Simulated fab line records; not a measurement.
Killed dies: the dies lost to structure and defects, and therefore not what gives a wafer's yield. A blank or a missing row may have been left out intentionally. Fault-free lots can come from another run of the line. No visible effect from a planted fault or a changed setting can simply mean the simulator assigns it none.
Chamber matching || flow sky130 || 4 sister chambers for SKY_CONTACT_CMP_04 on cmp-02
The step polishes SiO2. 16 wafers are shown with their chamber, then 8 later ones without.

== WAFERS WITH THEIR CHAMBER ==
{"wafer": "L220.2", "chamber": 1, "motor-current-A (A)": 10.3, "time-to-endpoint-s (s)": 74, "slurry-flow-ml-min": 150.0}
{"wafer": "L220.4", "chamber": 0, "motor-current-A (A)": 11.8, "time-to-endpoint-s (s)": 81, "slurry-flow-ml-min": 149.4}
{"wafer": "L220.5", "chamber": 0, "motor-current-A (A)": 10.9, "time-to-endpoint-s (s)": 74, "slurry-flow-ml-min": 149.9}
{"wafer": "L222.4", "chamber": 3, "motor-current-A (A)": 12.5, "time-to-endpoint-s (s)": 80, "slurry-flow-ml-min": 149.9}
{"wafer": "L222.5", "chamber": 1, "motor-current-A (A)": 10.7, "time-to-endpoint-s (s)": 77, "slurry-flow-ml-min": 149.9}
{"wafer": "L222.6", "chamber": 2, "motor-current-A (A)": 11.4, "time-to-endpoint-s (s)": 83, "slurry-flow-ml-min": 150.3}
{"wafer": "L224.1", "chamber": 3, "motor-current-A (A)": 12.9, "time-to-endpoint-s (s)": 86, "slurry-flow-ml-min": 150.0}
{"wafer": "L224.3", "chamber": 1, "motor-current-A (A)": 10.6, "time-to-endpoint-s (s)": 84, "slurry-flow-ml-min": 150.2}
{"wafer": "L224.6", "chamber": 2, "motor-current-A (A)": 11.8, "time-to-endpoint-s (s)": 90, "slurry-flow-ml-min": 149.5}
{"wafer": "L235.1", "chamber": 1, "motor-current-A (A)": 10.2, "time-to-endpoint-s (s)": 79, "slurry-flow-ml-min": 150.8}
{"wafer": "L235.2", "chamber": 2, "motor-current-A (A)": 11.4, "time-to-endpoint-s (s)": 92, "slurry-flow-ml-min": 150.3}
{"wafer": "L235.3", "chamber": 0, "motor-current-A (A)": 11.3, "time-to-endpoint-s (s)": 81, "slurry-flow-ml-min": 149.4}
{"wafer": "L233.2", "chamber": 1, "motor-current-A (A)": 9.8, "time-to-endpoint-s (s)": 81, "slurry-flow-ml-min": 149.5}
{"wafer": "L233.3", "chamber": 2, "motor-current-A (A)": 11.9, "time-to-endpoint-s (s)": 88, "slurry-flow-ml-min": 149.8}
{"wafer": "L233.6", "chamber": 2, "motor-current-A (A)": 11.7, "time-to-endpoint-s (s)": 88, "slurry-flow-ml-min": 150.3}
{"wafer": "L236.1", "chamber": 1, "motor-current-A (A)": 10.1, "time-to-endpoint-s (s)": 81, "slurry-flow-ml-min": 151.2}

SIGNATURES (means of the wafers above)
{"reading": "motor-current-A", "chamber 0": 11.333, "chamber 1": 10.283, "chamber 2": 11.640, "chamber 3": 12.700, "scatter within a chamber": 0.322}
{"reading": "time-to-endpoint-s", "chamber 0": 78.67, "chamber 1": 79.33, "chamber 2": 88.20, "chamber 3": 83.00, "scatter within a chamber": 3.61}
{"reading": "slurry-flow-ml-min", "chamber 0": 149.567, "chamber 1": 150.267, "chamber 2": 150.040, "chamber 3": 149.950, "scatter within a chamber": 0.472}
Rule: a wafer lies at a distance from a chamber equal to the root of the sum of squares, over the readings, of (its reading less the chamber's mean, divided by the reading's scatter). If the next closest chamber is less than 2 further off than the closest, the wafer can't be placed; otherwise it belongs to the closest. The scatter is the square root of a quotient: the sum, over the shown wafers, of each reading's squared deviation from its chamber's mean, divided by wafers minus chambers.

== WAFERS WHOSE CHAMBER IS MISSING ==
{"wafer": "L236.3", "motor-current-A (A)": 11.4, "time-to-endpoint-s (s)": 83, "slurry-flow-ml-min": 150.2}
{"wafer": "L236.6", "motor-current-A (A)": 11.0, "time-to-endpoint-s (s)": 83, "slurry-flow-ml-min": 149.6}
{"wafer": "L239.1", "motor-current-A (A)": 13.0, "time-to-endpoint-s (s)": 91, "slurry-flow-ml-min": 150.4}
{"wafer": "L239.3", "motor-current-A (A)": 10.3, "time-to-endpoint-s (s)": 85, "slurry-flow-ml-min": 150.5}
{"wafer": "L239.5", "motor-current-A (A)": 11.7, "time-to-endpoint-s (s)": 90, "slurry-flow-ml-min": 149.6}
{"wafer": "L240.3", "motor-current-A (A)": 11.6, "time-to-endpoint-s (s)": 89, "slurry-flow-ml-min": 150.6}
{"wafer": "L240.4", "motor-current-A (A)": 12.6, "time-to-endpoint-s (s)": 86, "slurry-flow-ml-min": 149.7}
{"wafer": "L240.5", "motor-current-A (A)": 11.3, "time-to-endpoint-s (s)": 76, "slurry-flow-ml-min": 149.3}

== WHICH CHAMBER EACH WENT THROUGH ==
{"wafer": "L236.3", "from the rows above": "can't be placed: 2 or 0 or 1", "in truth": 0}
{"wafer": "L236.6", "from the rows above": "can't be placed: 0 or 2 or 1", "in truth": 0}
{"wafer": "L239.1", "from the rows above": "can't be placed: 3 or 2", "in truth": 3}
{"wafer": "L239.3", "from the rows above": 1, "in truth": 1}
{"wafer": "L239.5", "from the rows above": 2, "in truth": 2}
{"wafer": "L240.3", "from the rows above": 2, "in truth": 2}
{"wafer": "L240.4", "from the rows above": 3, "in truth": 3}
{"wafer": "L240.5", "from the rows above": 0, "in truth": 0}
5 of 8 placed correctly. These rows do not allow placing 3 (true chamber among the candidates in 3). Number placed wrongly: 0.
